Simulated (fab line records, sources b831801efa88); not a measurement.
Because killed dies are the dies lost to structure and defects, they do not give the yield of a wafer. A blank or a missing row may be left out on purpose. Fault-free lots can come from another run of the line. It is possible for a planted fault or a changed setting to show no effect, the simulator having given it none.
A struck lot beside a sound one ; flow sky130 ; 43 out of 708 route steps
Sound: wafers L119.2, L119.3, L119.6. Struck: wafer L131.3 (left out: L131.2, L131.6 of the same lot, which were not struck); the cause appears at the end.
Each step with rows lists, per side, the tool, then ch with its chambers, then its first start. Under that, the readings that differ: sound wafers ; struck wafers ; difference of the means ; sigmas: that difference in standard deviations of wafers without a fault.
alike: readings whose means differ by less than 2 such deviations, and words and numbers that are the same on both sides. not compared: withheld readings, readings that some wafer has no value for, bounds like >300 that may hide the same value, and numbers for which the record gives no deviation and whose values overlap.
A row with sigmas, a row that says differs or no value, or rows on one side alone: a step with any of these is where the two part. Numbers that don't overlap but have no deviation are shown without sigmas and don't part them. Lack of a reading on every wafer of one side parts them only where that side has two or more wafers.

SKY_VT_ADJUST_LVTN_STRIP_20: strips in O2/N2.
  sound on plasmaAsher-02 ch 0,1, day 11 00:45; struck on plasmaAsher-02 ch 1, day 14 04:14
  alike: drypumpMotorCurrentA, oesProductAu, stripTimeToEndpointS
  not compared: rfHoursCounterH
SKY_VT_ADJUST_LVTN_TW_MEAS_21:
  struck on filmMetro-03, day 14 04:20; sound on filmMetro-03, day 11 00:52
  alike: VT_ADJUST_LVTN_2_TW
then, 7 steps without rows for these wafers: SKY_VT_ADJUST_NCORE_DEHYDRATE_00 (time 60 s); SKY_VT_ADJUST_NCORE_HMDS_01 (prime time 60 s); SKY_VT_ADJUST_NCORE_COAT_02 (resist thk 1140 nm); SKY_VT_ADJUST_NCORE_SOFTBAKE_03 (time 60 s); SKY_VT_ADJUST_NCORE_EXPOSE_04 (exposes mask LVTN COMPLEMENT THIN, target cd 380 nm); SKY_VT_ADJUST_NCORE_PEB_05; SKY_VT_ADJUST_NCORE_DEVELOP_06 (develop time 60 s).
SKY_VT_ADJUST_NCORE_CD_MEAS_07: the cd target is 380 nm.
  struck on cdSem-02, day 15 06:17; sound on cdSem-01, day 12 01:02
  alike: cdNm
SKY_VT_ADJUST_NCORE_OVL_MEAS_08:
  struck on overlay-02, day 15 06:23; sound on overlay-01, day 12 01:08
  alike: VT_ADJUST_NCORE_OVL
then, 1 step without rows for these wafers: SKY_VT_ADJUST_NCORE_IMPLANT_09.
SKY_VT_ADJUST_NCORE_STRIP_10: strips in O2/N2.
  sound on plasmaAsher-01 ch 0,1, day 12 01:19; struck on plasmaAsher-01 ch 1, day 15 06:34
reading;sound;struck;difference;sigmas
stripTimeToEndpointS (s);14.19 14.24 14.26;14.12;-0.11;-3
  alike: drypumpMotorCurrentA, oesProductAu
  not compared: rfHoursCounterH
SKY_VT_ADJUST_NCORE_TW_MEAS_11:
  struck on filmMetro-03, day 15 06:41; sound on filmMetro-03, day 12 01:26
  alike: VT_ADJUST_NCORE_TW
then, 7 steps without rows for these wafers: SKY_VT_ADJUST_HVTR_DEHYDRATE_00 (time 60 s); SKY_VT_ADJUST_HVTR_HMDS_01 (prime time 60 s); SKY_VT_ADJUST_HVTR_COAT_02 (resist thk 1140 nm); SKY_VT_ADJUST_HVTR_SOFTBAKE_03 (time 60 s); SKY_VT_ADJUST_HVTR_EXPOSE_04 (exposes mask HVTRM, target cd 380 nm); SKY_VT_ADJUST_HVTR_PEB_05; SKY_VT_ADJUST_HVTR_DEVELOP_06 (develop time 60 s).
SKY_VT_ADJUST_HVTR_CD_MEAS_07: the cd target is 380 nm.
  struck on cdSem-02, day 16 10:38; sound on cdSem-01, day 13 01:50
  alike: cdNm
SKY_VT_ADJUST_HVTR_OVL_MEAS_08:
  struck on overlay-02, day 16 10:44; sound on overlay-02, day 13 01:56
  alike: VT_ADJUST_HVTR_OVL
then, 1 step without rows for these wafers: SKY_VT_ADJUST_HVTR_IMPLANT_09.
SKY_VT_ADJUST_HVTR_STRIP_10: strips in O2/N2.
  sound on plasmaAsher-01 ch 0,1, day 13 02:07; struck on plasmaAsher-01 ch 1, day 16 10:55
  alike: drypumpMotorCurrentA, oesProductAu, stripTimeToEndpointS
  not compared: rfHoursCounterH
SKY_VT_ADJUST_HVTR_TW_MEAS_11:
  struck on filmMetro-04, day 16 11:02; sound on filmMetro-02, day 13 02:14
  alike: VT_ADJUST_HVTR_TW
then, 7 steps without rows for these wafers: SKY_VT_ADJUST_PCH_DEHYDRATE_00 (time 60 s); SKY_VT_ADJUST_PCH_HMDS_01 (prime time 60 s); SKY_VT_ADJUST_PCH_COAT_02 (resist thk 3000 nm); SKY_VT_ADJUST_PCH_SOFTBAKE_03; SKY_VT_ADJUST_PCH_EXPOSE_04 (exposes mask NWM, target cd 840 nm); SKY_VT_ADJUST_PCH_PEB_05; SKY_VT_ADJUST_PCH_DEVELOP_06 (develop time 60 s).
SKY_VT_ADJUST_PCH_OVL_MEAS_07:
  struck on overlay-02, day 17 15:52; sound on overlay-01, day 14 03:45
  alike: VT_ADJUST_PCH_OVL
then, 1 step without rows for these wafers: SKY_VT_ADJUST_PCH_IMPLANT_08.
SKY_VT_ADJUST_PCH_STRIP_09: strips in O2/N2.
  sound on plasmaAsher-04 ch 0,1, day 14 03:56; struck on plasmaAsher-01 ch 1, day 17 16:03
reading;sound;struck;difference;sigmas
stripTimeToEndpointS (s);37.18 37.03 37.03;36.85;-0.23;-2
  alike: drypumpMotorCurrentA, oesProductAu
  not compared: rfHoursCounterH
SKY_VT_ADJUST_PCH_TW_MEAS_10:
  struck on filmMetro-01, day 17 16:10; sound on filmMetro-03, day 14 04:02
reading;sound;struck;difference;sigmas
VT_ADJUST_PCH_TW;143.0 143.3 143.8;140.7;-2.7;-3
then, 5 steps without rows for these wafers: SKY_SONOS_TUNNEL_DEHYDRATE_00 (time 60 s); SKY_SONOS_TUNNEL_HMDS_01 (prime time 60 s); SKY_SONOS_TUNNEL_COAT_02 (resist thk 1140 nm); SKY_SONOS_TUNNEL_SOFTBAKE_03 (time 60 s); SKY_SONOS_TUNNEL_EXPOSE_04 (exposes mask TUNM, target cd 410 nm).
-- here the record skips 33 days between the struck wafers' starts before and after, leaving off in module SONOS_TUNNEL and picking up in module PAD_OPEN (first step shown: number 708 of the route) --
SKY_PAD_OPEN_PROBE_99:
  record: rows for the struck wafers here (prober-02, day 50 21:06), none for the sound ones

== WHERE THEY PART ==
First at SKY_VT_ADJUST_NCORE_STRIP_10; last, within this record, at SKY_PAD_OPEN_PROBE_99.

WHY: the cause the simulator had injected
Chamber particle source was plasmaAsher-01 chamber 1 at SKY_VT_ADJUST_NCORE_STRIP_10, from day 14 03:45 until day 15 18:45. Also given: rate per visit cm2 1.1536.
